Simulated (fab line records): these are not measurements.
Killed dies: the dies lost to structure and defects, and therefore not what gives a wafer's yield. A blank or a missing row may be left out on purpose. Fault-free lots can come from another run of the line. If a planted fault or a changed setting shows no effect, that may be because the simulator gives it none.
Comparing a struck lot with a sound one | flow sky130 | 44 steps out of a route of 708
Sound: the wafers L273.3, L273.5, L273.6. Wafers struck: L277.1, L277.2, L277.4. Last of all comes the cause.
At each step with rows: each side's tool, then ch and its chambers, then its first start. Under that, the readings that differ: sound wafers | struck wafers | difference of the means | sigmas: that difference in standard deviations of wafers without a fault.
alike: same words and numbers on both sides, and readings whose means sit less than 2 such deviations apart. not compared: any withheld reading, any reading some wafer has no value for, any bound like >300 that may hide the same value, and any number with overlapping values for which the record gives no deviation.
Wherever a step has rows on one side only, a row that says differs or no value, or a row with sigmas, the two part there. Non-overlapping numbers with no deviation appear without sigmas and do not part them. Lack of a reading on every wafer of one side parts them only where that side has two or more wafers.

first, 2 steps without rows for these wafers: SKY_DNWELL_DEVELOP_06 (develop time 60 s); SKY_DNWELL_IMPLANT_07.
SKY_DNWELL_STRIP_08: strips in O2/N2.
  sound on plasma asher-04 ch 0,1, day 4 02:49; struck on plasma asher-03 ch 0,1, day 4 23:46
  reading             | sound          | struck         | difference | sigmas
  o2 flow sccm (sccm) | 3015 2997 3017 | 2990 2992 2983 | -21        | -2
  alike: drypump motor current A, oes product au, strip time to endpoint s
  not compared: rf hours counter h
SKY_DNWELL_TW_MEAS_09:
  sound on film metro-03 at day 4 02:54; struck on film metro-04 at day 4 23:52
  alike: DNWELL_TW
then, 7 steps without rows for these wafers: SKY_PWDE_DEHYDRATE_00 (time 60 s); SKY_PWDE_HMDS_01 (prime time 60 s); SKY_PWDE_COAT_02 (resist thk 3000 nm); SKY_PWDE_SOFTBAKE_03; SKY_PWDE_EXPOSE_04 (exposes mask PWDEM, target cd 840 nm); SKY_PWDE_PEB_05; SKY_PWDE_DEVELOP_06 (develop time 60 s).
SKY_PWDE_OVL_MEAS_07:
  sound on overlay-01 at day 4 19:23; struck on overlay-02 at day 5 16:37
  alike: PWDE_OVL
SKY_PWDE_IMPLANT_08:
  sound on implanter-02 ch 0, day 4 19:28; struck on implanter-02 ch 0, day 5 16:40
  reading            | sound             | struck            | difference | sigmas
  beam on s (s)      | 10.20 10.01 10.01 | 13.60 13.29 13.69 | +3.45      | +19
  faraday current uA | 19.9 20.4 20.3    | 15.0 15.3 14.9    | -5.1       | -14
  alike: beam energy keV
SKY_PWDE_STRIP_09: strips in O2/N2.
  sound on plasma asher-04 ch 0,1, day 4 19:35; struck on plasma asher-01 ch 0,1, day 5 16:49
  alike: drypump motor current A, o2 flow sccm, oes product au, strip time to endpoint s
  not compared: rf hours counter h
SKY_PWDE_TW_MEAS_10:
  sound on film metro-04 at day 4 19:41; struck on film metro-04 at day 5 16:55
  reading | sound       | struck      | difference | sigmas
  PWDE_TW | 375 374 376 | 412 412 411 | +37        | +10
then, 7 steps without rows for these wafers: SKY_NWELL_DEHYDRATE_03 (time 57.57 s); SKY_NWELL_HMDS_04 (prime time 60 s); SKY_NWELL_COAT_05 (resist thk 3000 nm); SKY_NWELL_SOFTBAKE_06; SKY_NWELL_EXPOSE_07 (exposes mask NWM, target cd 840 nm); SKY_NWELL_PEB_08; SKY_NWELL_DEVELOP_09 (develop time 60 s).
SKY_NWELL_OVL_MEAS_10:
  sound on overlay-02 at day 5 12:50; struck on overlay-01 at day 6 11:28
  alike: NWELL_00_OVL
then, 3 steps without rows for these wafers: SKY_NWELL_IMPLANT_11; SKY_NWELL_IMPLANT_12; SKY_NWELL_IMPLANT_13.
SKY_NWELL_STRIP_14: strips in O2/N2.
  sound on plasma asher-01 ch 0,1, day 5 13:20; struck on plasma asher-03 ch 0,1, day 6 11:57
  alike: drypump motor current A, o2 flow sccm, oes product au, strip time to endpoint s
  not compared: rf hours counter h
SKY_NWELL_TW_MEAS_15:
  sound on film metro-02 at day 5 13:25; struck on film metro-03 at day 6 12:03
  reading  | sound          | struck         | difference | sigmas
  NWELL_TW | 1789 1790 1799 | 1834 1831 1818 | +35        | +2
then, 7 steps without rows for these wafers: SKY_NWELL_DEHYDRATE_16 (time 60 s); SKY_NWELL_HMDS_17 (prime time 60 s); SKY_NWELL_COAT_18 (resist thk 3000 nm); SKY_NWELL_SOFTBAKE_19; SKY_NWELL_EXPOSE_20 (exposes mask NWM COMPLEMENT, target cd 840 nm); SKY_NWELL_PEB_21; SKY_NWELL_DEVELOP_22 (develop time 60 s).
SKY_NWELL_OVL_MEAS_23:
  sound on overlay-02 at day 6 07:14; struck on overlay-01 at day 7 07:26
  alike: NWELL_01_OVL
following that, these wafers have no rows for 1 step: SKY_NWELL_IMPLANT_24.
SKY_NWELL_STRIP_25: strips in O2/N2.
  sound on plasma asher-03 ch 0,1, day 6 07:26; struck on plasma asher-03 ch 0,1, day 7 07:37
  alike: drypump motor current A, o2 flow sccm, oes product au, strip time to endpoint s
  not compared: rf hours counter h
SKY_NWELL_TW_MEAS_26:
  sound on film metro-03 at day 6 07:31; struck on film metro-04 at day 7 07:43
  alike: NWELL_2_TW
then, 1 step without rows for these wafers: SKY_NWELL_CLEAN_27 (cleans in SC1/SC2, time 150 s).
SKY_NWELL_RTA_28: time 30 s.
  sound on rtp anneal-01 ch 0, day 6 07:39; struck on rtp anneal-02 ch 0, day 7 07:50
  alike: lamp power pct, ramp down c per s, wafer_temp_C_max
SKY_NWELL_RS_MEAS_29: measures by four-point-probe.
  sound on film metro-02 at day 6 07:45; struck on film metro-02 at day 7 07:56
  reading           | sound             | struck            | difference | sigmas
  NWELL_RS (ohm/sq) | 625.2 626.1 629.3 | 621.0 621.4 622.5 | -5.2       | -3
SKY_NWELL_RS_MEAS_31: measures by four-point-probe.
  sound on film metro-02 at day 6 07:59; struck on film metro-02 at day 7 08:10
  reading          | sound          | struck         | difference | sigmas
  PWDE_RS (ohm/sq) | 5262 5279 5283 | 4150 4140 4146 | -1129      | -66
-- the record jumps here: 40 days lie between the struck wafers' starts before and after (it left off in module NWELL and takes up again in module PAD_OPEN, whose first step shown is number 708 of the route) --
SKY_PAD_OPEN_PROBE_99:
  sound on prober-01 at day 46 13:17; struck on prober-01 at day 47 17:08
  reading                                   | sound                        | struck         | difference | sigmas
  model.etest.res_p_drift_20v.line ohm um   | 1.069e+04 1.11e+04 1.109e+04 | 8915 8641 9319 | -2002      |
  model.etest.res_p_drift_20v.rs ohm sq     | 8865 9309 9345               | 7429 7272 7666 | -1717      |
  model.etest.res pwde under gate.rs ohm sq | 6234 6265 6295               | 4614 4644 4669 | -1622      |
  alike: killed_at_M0_to_M3, killed_at_M4_up, killed at contacts, killed at front end, killed at other, killed dies, killed open, killed short

== WHERE THEY PART ==
Earliest at SKY_DNWELL_STRIP_08; latest, in this record, at SKY_NWELL_RS_MEAS_31. Later steps at which nothing parts them and some readings are alike: SKY_PAD_OPEN_PROBE_99.

WHY: what had been put in by the simulator
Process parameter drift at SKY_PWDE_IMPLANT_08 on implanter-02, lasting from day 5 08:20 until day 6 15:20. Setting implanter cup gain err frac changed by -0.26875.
